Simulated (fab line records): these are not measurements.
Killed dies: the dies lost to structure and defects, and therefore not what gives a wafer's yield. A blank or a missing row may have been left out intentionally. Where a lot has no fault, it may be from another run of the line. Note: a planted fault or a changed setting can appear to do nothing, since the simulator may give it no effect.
Split-lot trial || flow sfq line || on a route of 325 steps: 5 lots, 23 wafers read

## THE SPLIT ITSELF
At SFQ_TRILAYER_L0_LITHO_COAT_010 (resist thk 62 nm), the setting spin rpm was moved away from the recipe's 3000 rpm on 4 of the 23 wafers read, by -5.4% to +5.3%. The other wafers ran this setting at the recipe's value.

The reading comes from the split's own step.

## THE READING
BARC_of_TRILAYER_L0_LITHO_COAT_010.thk nm (the simulator's own value, which no gauge read), in nm, at SFQ_TRILAYER_L0_LITHO_COAT_010 (resist thk 62 nm). The file gives no usual value for it. Average 62.02 nm, standard deviation 0.12 nm, over the 19 wafers here run with the recipe.

{"wafer": "L075.2", "tool, chamber at the split": "litho track-04, 0", "spin rpm as run, rpm": 2839, "against the recipe": "-5.4%", "BARC_of_TRILAYER_L0_LITHO_COAT_010.thk nm, nm": 63.51, "against lot-mates on the recipe": "+1.62"}
{"wafer": "L075.3", "tool, chamber at the split": "litho track-04, 0", "spin rpm as run, rpm": 3000, "against the recipe": "recipe", "BARC_of_TRILAYER_L0_LITHO_COAT_010.thk nm, nm": 61.87, "against lot-mates on the recipe": "-"}
{"wafer": "L075.4", "tool, chamber at the split": "litho track-04, 0", "spin rpm as run, rpm": 3000, "against the recipe": "recipe", "BARC_of_TRILAYER_L0_LITHO_COAT_010.thk nm, nm": 62.04, "against lot-mates on the recipe": "-"}
{"wafer": "L075.5", "tool, chamber at the split": "litho track-04, 0", "spin rpm as run, rpm": 2839, "against the recipe": "-5.4%", "BARC_of_TRILAYER_L0_LITHO_COAT_010.thk nm, nm": 63.75, "against lot-mates on the recipe": "+1.86"}
{"wafer": "L075.6", "tool, chamber at the split": "litho track-04, 0", "spin rpm as run, rpm": 3000, "against the recipe": "recipe", "BARC_of_TRILAYER_L0_LITHO_COAT_010.thk nm, nm": 61.77, "against lot-mates on the recipe": "-"}
{"wafer": "L076.1", "tool, chamber at the split": "litho track-04, 0", "spin rpm as run, rpm": 3000, "against the recipe": "recipe", "BARC_of_TRILAYER_L0_LITHO_COAT_010.thk nm, nm": 62.13, "against lot-mates on the recipe": "-"}
{"wafer": "L076.2", "tool, chamber at the split": "litho track-04, 0", "spin rpm as run, rpm": 3000, "against the recipe": "recipe", "BARC_of_TRILAYER_L0_LITHO_COAT_010.thk nm, nm": 61.93, "against lot-mates on the recipe": "-"}
{"wafer": "L076.3", "tool, chamber at the split": "litho track-04, 0", "spin rpm as run, rpm": 3000, "against the recipe": "recipe", "BARC_of_TRILAYER_L0_LITHO_COAT_010.thk nm, nm": 62, "against lot-mates on the recipe": "-"}
{"wafer": "L076.4", "tool, chamber at the split": "litho track-04, 0", "spin rpm as run, rpm": 3000, "against the recipe": "recipe", "BARC_of_TRILAYER_L0_LITHO_COAT_010.thk nm, nm": 61.97, "against lot-mates on the recipe": "-"}
{"wafer": "L076.5", "tool, chamber at the split": "litho track-04, 0", "spin rpm as run, rpm": 3000, "against the recipe": "recipe", "BARC_of_TRILAYER_L0_LITHO_COAT_010.thk nm, nm": 61.89, "against lot-mates on the recipe": "-"}
{"wafer": "L080.1", "tool, chamber at the split": "litho track-04, 0", "spin rpm as run, rpm": 3000, "against the recipe": "recipe", "BARC_of_TRILAYER_L0_LITHO_COAT_010.thk nm, nm": 62.02, "against lot-mates on the recipe": "-"}
{"wafer": "L080.2", "tool, chamber at the split": "litho track-04, 0", "spin rpm as run, rpm": 3159, "against the recipe": "+5.3%", "BARC_of_TRILAYER_L0_LITHO_COAT_010.thk nm, nm": 60.41, "against lot-mates on the recipe": -1.59}
{"wafer": "L080.3", "tool, chamber at the split": "litho track-04, 0", "spin rpm as run, rpm": 3159, "against the recipe": "+5.3%", "BARC_of_TRILAYER_L0_LITHO_COAT_010.thk nm, nm": 60.36, "against lot-mates on the recipe": -1.64}
{"wafer": "L080.4", "tool, chamber at the split": "litho track-04, 0", "spin rpm as run, rpm": 3000, "against the recipe": "recipe", "BARC_of_TRILAYER_L0_LITHO_COAT_010.thk nm, nm": 62.14, "against lot-mates on the recipe": "-"}
{"wafer": "L080.5", "tool, chamber at the split": "litho track-04, 0", "spin rpm as run, rpm": 3000, "against the recipe": "recipe", "BARC_of_TRILAYER_L0_LITHO_COAT_010.thk nm, nm": 61.84, "against lot-mates on the recipe": "-"}
{"wafer": "L082.1", "tool, chamber at the split": "litho track-03, 0", "spin rpm as run, rpm": 3000, "against the recipe": "recipe", "BARC_of_TRILAYER_L0_LITHO_COAT_010.thk nm, nm": 62.05, "against lot-mates on the recipe": "-"}
{"wafer": "L082.4", "tool, chamber at the split": "litho track-03, 0", "spin rpm as run, rpm": 3000, "against the recipe": "recipe", "BARC_of_TRILAYER_L0_LITHO_COAT_010.thk nm, nm": 62.05, "against lot-mates on the recipe": "-"}
{"wafer": "L082.3", "tool, chamber at the split": "litho track-03, 0", "spin rpm as run, rpm": 3000, "against the recipe": "recipe", "BARC_of_TRILAYER_L0_LITHO_COAT_010.thk nm, nm": 62.08, "against lot-mates on the recipe": "-"}
{"wafer": "L082.5", "tool, chamber at the split": "litho track-03, 0", "spin rpm as run, rpm": 3000, "against the recipe": "recipe", "BARC_of_TRILAYER_L0_LITHO_COAT_010.thk nm, nm": 62.02, "against lot-mates on the recipe": "-"}
{"wafer": "L082.6", "tool, chamber at the split": "litho track-03, 0", "spin rpm as run, rpm": 3000, "against the recipe": "recipe", "BARC_of_TRILAYER_L0_LITHO_COAT_010.thk nm, nm": 62.15, "against lot-mates on the recipe": "-"}
{"wafer": "L085.1", "tool, chamber at the split": "litho track-03, 0", "spin rpm as run, rpm": 3000, "against the recipe": "recipe", "BARC_of_TRILAYER_L0_LITHO_COAT_010.thk nm, nm": 62.21, "against lot-mates on the recipe": "-"}
{"wafer": "L085.2", "tool, chamber at the split": "litho track-03, 0", "spin rpm as run, rpm": 3000, "against the recipe": "recipe", "BARC_of_TRILAYER_L0_LITHO_COAT_010.thk nm, nm": 62.03, "against lot-mates on the recipe": "-"}
{"wafer": "L085.6", "tool, chamber at the split": "litho track-03, 0", "spin rpm as run, rpm": 3000, "against the recipe": "recipe", "BARC_of_TRILAYER_L0_LITHO_COAT_010.thk nm, nm": 62.19, "against lot-mates on the recipe": "-"}

THE FIT
A straight line over all 23 wafers: BARC_of_TRILAYER_L0_LITHO_COAT_010.thk nm changes by -0.304 nm for each +1% of spin rpm; r = -0.99; the points scatter about the line by 0.12 nm.
The same after taking each lot's own level away (the mean of its wafers on the recipe; 23 wafers): -0.314 nm for each +1%; r = -0.99; scatter 0.094 nm.
The reading moves by 1.7 nm for the largest change in spin rpm, on that fit.
The span of the lots' own levels, 61.893 to 62.143 nm, comes to 2.1 times the standard deviation stated above.
So the lot-to-lot level changes the slope little: the two slopes agree.
Check: +1.73 nm against its lot-mates is what the line predicts for one of the wafers moved furthest among these (-5.4%) when that wafer is left out of the fit. It came out at +1.62 nm against them.

## FILE'S OWN FIT
BARC_of_TRILAYER_L0_LITHO_COAT_010.thk nm changes by -0.315 nm for each +1% of spin rpm, r = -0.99.
